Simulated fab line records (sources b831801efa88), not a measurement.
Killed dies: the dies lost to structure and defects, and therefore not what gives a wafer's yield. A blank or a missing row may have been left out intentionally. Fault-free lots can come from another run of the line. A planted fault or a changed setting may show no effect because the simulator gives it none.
A struck lot beside a sound one / flow sky130 / 18 out of 708 route steps
Sound: wafers L812.3, L812.4, L812.6. Struck: wafer L824.3 (L824.1, L824.6, from the same lot, were not struck and are left out); the cause is given at the end.
Order at every step that has rows: each side's tool, ch and its chambers, its first start. Under that, the readings that differ: sound wafers / struck wafers / difference of the means / sigmas: that difference in standard deviations of wafers without a fault.
alike: words and numbers the same on both sides, and readings whose means are apart by under 2 such deviations; not compared: readings that were withheld, readings missing a value for some wafer, numbers with overlapping values and no deviation given by the record, and bounds like >300 which may hide the same value.
Wherever a step has rows on one side only, a row that says differs or no value, or a row with sigmas, the two part there. When numbers do not overlap yet have no deviation, they are printed without sigmas and do not part them. A reading missing from all wafers of one side parts the sides only when that side holds two or more wafers.

first, 2 steps without rows for these wafers: SKY_CONTACT_PEB_12; SKY_CONTACT_DEVELOP_13 (develop time 60 s).
SKY_CONTACT_CD_MEAS_14: the cd target is 170 nm.
  sound on cd sem-02, day 33 08:00; struck on cd sem-02, day 36 18:20
  alike: cd nm
SKY_CONTACT_OVL_MEAS_15:
  sound on overlay-02, day 33 08:06; struck on overlay-02, day 36 18:27
  alike: CONTACT_OVL
SKY_CONTACT_ETCH_16: etches BARC in N2/H2, stops on SiO2, time 45.9 s, target depth 60 nm.
  sound on rie diel-03 ch 1,2,3, day 33 08:07; struck on rie diel-04 ch 2, day 36 18:29
reading=drypump motor current A (A); sound=6.2 5.6 5.3; struck=6.6; difference=+0.9; sigmas=+2
  alike: oes product au, rf fwd power W, throttle valve pct
  not compared: rf hours counter h
then, 1 step without rows for these wafers: SKY_CONTACT_ETCH_17 (etches SiO2 in C4F8/O2/Ar, stops on Si3N4, target depth 340 nm).
SKY_CONTACT_ETCH_18: etches Si3N4 in CHF3/O2, stops on TiN, time 39 s, target depth 75 nm.
  sound on rie diel-03 ch 1,2,3; struck on rie diel-04 ch 2
reading=drypump motor current A (A); sound=6.2 5.6 5.3; struck=6.6; difference=+0.9; sigmas=+2
reading=oes product au (a.u.); sound=0.860 0.858 0.852; struck=0.832; difference=-0.025; sigmas=-3
  alike: rf fwd power W, throttle valve pct
  not compared: rf hours counter h
SKY_CONTACT_STRIP_19: strips in O2/N2.
  sound on plasma asher-04 ch 0,1, day 33 08:17; struck on plasma asher-03 ch 0, day 36 18:37
reading=drypump motor current A (A); sound=5.3 5.3 5.3; struck=6.5; difference=+1.2; sigmas=+3
  alike: oes product au, strip time to endpoint s
  not compared: rf hours counter h
then, 3 steps without rows for these wafers: SKY_CONTACT_STRIP_20 (strips in post etch residue remover, time 1200 s); SKY_CONTACT_CLEAN_21 (cleans in IPA, time 180 s); SKY_CONTACT_CLEAN_22 (cleans in O3/DIW).
SKY_CONTACT_SPUTTER_23: material TiN, target thk 20 nm, time 80 s.
  sound on pvd sputter-04, day 33 08:53; struck on pvd sputter-01, day 36 19:13
  alike: throttle valve pct
SKY_CONTACT_CVD_24: deposits W, target thk 340 nm, time 102.12 s.
  sound on cvd w-01 ch 0,1, day 33 08:59; struck on cvd w-01 ch 0, day 36 19:16
reading=model.W_of_CONTACT_CVD_24.thk nm (nm); sound=338.7 342 336.6; struck=467; difference=+128; sigmas=
  alike: heater power w, susceptor temp C
SKY_CONTACT_RS_MEAS_25: measures by four-point-probe.
  sound on film metro-04, day 33 09:06; struck on film metro-02, day 36 19:23
reading=CONTACT_W_RS (ohm/sq); sound=0.340 0.336 0.341; struck=0.244; difference=-0.095; sigmas=-18
SKY_CONTACT_THK_MEAS_26: measures by xrf.
  sound on film metro-04, day 33 09:12; struck on film metro-02, day 36 19:30
reading=CONTACT_W_THK (nm); sound=326 327 323; struck=444; difference=+119; sigmas=+21
SKY_CONTACT_CMP_27: polishes, stops on SiO2, t overpolish 15 s, target thk 0 nm.
  sound on cmp-02 ch 1,2, day 33 09:17; struck on cmp-01 ch 0, day 36 19:37
reading=time to endpoint s (s); sound=88 82 88; struck=109; difference=+23; sigmas=+6
  alike: motor current A
SKY_METAL1_SPUTTER_00: material Ti, target thk 15 nm, time 10 s.
  sound on pvd sputter-03, day 33 09:32; struck on pvd sputter-02, day 36 19:52
  alike: throttle valve pct
-- the record jumps here: 13 days lie between the struck wafers' starts before and after (it left off in module METAL1 and takes up again in module PAD_OPEN, whose first step shown is number 708 of the route) --
SKY_PAD_OPEN_PROBE_99:
  sound on prober-01, day 47 06:38; struck on prober-01, day 49 19:08
  alike: killed_at_M0_to_M3, killed_at_M4_up, killed at contacts, killed at front end, killed at other, killed dies, killed open, killed short

== WHERE THEY PART ==
Last at SKY_CONTACT_CMP_27 as far as this record goes, first at SKY_CONTACT_ETCH_16. Later steps at which nothing parts them and some readings are alike: SKY_METAL1_SPUTTER_00, SKY_PAD_OPEN_PROBE_99.

WHY: what the simulator had put in
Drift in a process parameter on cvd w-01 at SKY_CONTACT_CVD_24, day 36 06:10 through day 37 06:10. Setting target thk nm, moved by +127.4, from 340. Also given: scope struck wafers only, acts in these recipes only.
